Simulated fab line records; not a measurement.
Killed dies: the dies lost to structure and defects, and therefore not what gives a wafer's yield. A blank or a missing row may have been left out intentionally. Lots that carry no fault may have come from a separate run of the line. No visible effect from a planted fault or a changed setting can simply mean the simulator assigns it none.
One fault through the eyes of 2 desks | flow gf180mcu | each desk has only its own numbers; what lay behind them comes last

== THE METROLOGY DESK ==
What the gauges read for every lot (on any tool): the sampled wafers with a number, averaged. Any lot whose mean is over 4 standard deviations away from the usual mean is out of limits and marked OUT; that distance is given in the brackets.
Columns: A = VT_IMPLANT_03_OVL at GF_VT_IMPLANT_OVL_MEAS_40, usual -0.7 nm
lot  | first seen here | A
L958 | day 7 11:34     | -0.7
L960 | day 8 02:49     | -0.0
L961 | day 8 08:16     | -1.0
L964 | day 9 01:35     | -0.8
L966 | day 9 20:31     | -0.4
L967 | day 10 01:23    | -0.7
L969 | day 10 17:22    | -0.1
L977 | day 12 19:49    | -0.1
L979 | day 13 12:53    | -0.8
L980 | day 13 16:16    | -1.1
L981 | day 14 04:46    | -1.4
Result from this desk: across the 11 lots, nothing is out of limits.

== AT THE TOOL OWNER'S DESK: rie-si-02 ==
The tool's own readings at GF_POLY_GATE_ETCH_13 (etches poly-Si in HBr/Cl2, stops on SiO2, target depth 198.5 nm, time 69.6 s): means of the sampled wafers that have a number, for each lot that ran on this tool. Any lot whose mean is over 4 standard deviations away from the usual mean is out of limits and marked OUT; that distance is given in the brackets.
Columns: A = bias-w at GF_POLY_GATE_ETCH_13, usual 100.02 W; B = drypump-motor-current-A at GF_POLY_GATE_ETCH_13, usual 6.1 A; C = oes-product-au at GF_POLY_GATE_ETCH_13, usual 0.993 a.u.; D = run-length-s at GF_POLY_GATE_ETCH_13, usual 98.0 s; E = throttle-valve-pct at GF_POLY_GATE_ETCH_13, usual 33.684 %
lot  | first seen here | A      | B   | C     | D              | E
L958 | day 9 00:49     | 100.24 | 5.9 | 0.998 | 98.6           | 33.685
L961 | day 10 00:55    | 100.08 | 5.9 | 0.991 | 98.3           | 33.691
L964 | day 10 18:49    | 99.69  | 5.9 | 0.995 | 98.3           | 33.694
L966 | day 11 14:28    | 99.87  | 5.9 | 0.992 | 98.1           | 33.686
L967 | day 11 20:28    | 100.31 | 6.1 | 1.001 | 85.3 (-32) OUT | 33.686
L977 | day 14 23:04    | 100.17 | 5.9 | 0.999 | 98.2           | 33.677
L980 | day 15 21:49    | 100.08 | 5.9 | 0.988 | 98.2           | 33.689
This desk's finding: out of limits on L967; first on L967, day 11 20:28 (run-length-s at GF_POLY_GATE_ETCH_13). L958, L961, L964, L966, L977, L980: within limits.

== BROUGHT TOGETHER ==
The tool owner's desk had the chance to raise an alarm at day 11 20:28 on L967.
At the metrology desk, nothing out of limits was observed.
The metrology desk has L967 on record, within its limits.
Of the lots named, all ran GF_POLY_GATE_ETCH_13 on rie-si-02.

== WHAT THE SIMULATOR HAD PUT IN ==
rie-si-02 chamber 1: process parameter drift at GF_POLY_GATE_ETCH_13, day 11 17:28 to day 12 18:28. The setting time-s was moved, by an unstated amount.
Shown lots that were struck: L967.
Time in hours from fault onset to the first out-of-limits reading at each desk: the tool owner's desk, 3.
